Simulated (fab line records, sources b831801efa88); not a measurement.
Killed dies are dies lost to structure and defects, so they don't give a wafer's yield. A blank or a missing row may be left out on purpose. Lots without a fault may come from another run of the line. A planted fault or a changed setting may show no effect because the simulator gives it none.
Which tool did it? | flow gf180mcu | 11 lots, 33 wafers sampled, at 3 steps of a route of 602

WHAT THE GAUGES READ, wafer by wafer
GF_VT_IMPLANT_OVL_MEAS_18.
lot  | measured     | on         | VT_IMPLANT_01_OVL (nm)
L972 | day 6 11:02  | overlay-01 | -1.6 -0.3 0.1
L973 | day 6 17:44  | overlay-01 | 3.5 0.5 1.9
L976 | day 7 14:08  | overlay-02 | 0.2 0.4 -1.0
L978 | day 8 03:28  | overlay-02 | 2.8 0.2 2.4
L984 | day 9 16:09  | overlay-01 | - - -
L989 | day 10 22:38 | overlay-01 | -0.5 -0.1 -1.1
L990 | day 11 06:43 | overlay-01 | -3.0 -0.4 -0.1
L991 | day 11 09:58 | overlay-01 | 1.0 -0.8 -1.8
L992 | day 11 15:57 | overlay-02 | 0.4 0.2 -1.3
L993 | day 11 23:32 | overlay-02 | -0.1 0.8 -0.1
L994 | day 12 05:38 | overlay-02 | 0.4 1.7 1.9

WHICH TOOL RAN EACH LOT (tool, then ch and the chambers of the sampled wafers, then the start)
lot  | GF_DNWELL_STRIP_08                  | GF_VT_IMPLANT_EXPOSE_15
L972 | plasma_asher-04 ch 1, day 2 23:31   | iline_stepper-02 ch 0, day 6 04:08
L973 | plasma_asher-02 ch 0,1, day 3 04:59 | iline_stepper-01 ch 0, day 6 10:22
L976 | plasma_asher-03 ch 0,1, day 3 20:47 | iline_stepper-02 ch 0, day 7 06:38
L978 | plasma_asher-02 ch 0,1, day 4 09:13 | iline_stepper-01 ch 0, day 7 19:37
L984 | plasma_asher-03 ch 0,1, day 5 15:25 | iline_stepper-02 ch 0, day 9 07:50
L989 | plasma_asher-02 ch 0,1, day 6 18:44 | iline_stepper-02 ch 0, day 10 14:20
L990 | plasma_asher-03 ch 0,1, day 6 23:35 | iline_stepper-02 ch 0, day 10 22:18
L991 | plasma_asher-03 ch 0,1, day 7 04:19 | iline_stepper-02 ch 0, day 11 02:10
L992 | plasma_asher-03 ch 0,1, day 7 10:10 | iline_stepper-01 ch 0, day 11 07:30
L993 | plasma_asher-02 ch 0,1, day 7 15:37 | iline_stepper-02 ch 0, day 11 14:53
L994 | plasma_asher-04 ch 0,1, day 7 20:52 | iline_stepper-02 ch 0, day 11 21:39
- GF_DNWELL_STRIP_08: strips in O2/N2.
- GF_VT_IMPLANT_EXPOSE_15: exposes mask Nwell LV AREA, target cd 860 nm.

THE ANSWER, worked out from the rows above alone
Rule: what is usual is taken from the lots themselves. Put in order of their means at a reading, lots are off if they are a third of the lots or fewer, leave a main group of 4 or more, and stand apart from it by a gap of 3 or more times the standard deviation of the main group's means; of several such gaps the widest counts. A main group whose means are all the same, to the digits that the tables above print for the reading, isn't used. A lot without any number at a reading at which 4 lots or more have one is off too. The other lots that the step has rows for count as sound.
Off: L984, at GF_VT_IMPLANT_OVL_MEAS_18 (VT_IMPLANT_01_OVL). Without a number there: L984. The main group: mean 0.2 nm, standard deviation 1.
A tool fits if, at a process step before that reading, it ran every lot that is off, and no sound lot after the first of them. The gauges at GF_VT_IMPLANT_OVL_MEAS_18 are tried like those tools. None of those tried fits.

WHAT THE SIMULATOR HAD PUT IN
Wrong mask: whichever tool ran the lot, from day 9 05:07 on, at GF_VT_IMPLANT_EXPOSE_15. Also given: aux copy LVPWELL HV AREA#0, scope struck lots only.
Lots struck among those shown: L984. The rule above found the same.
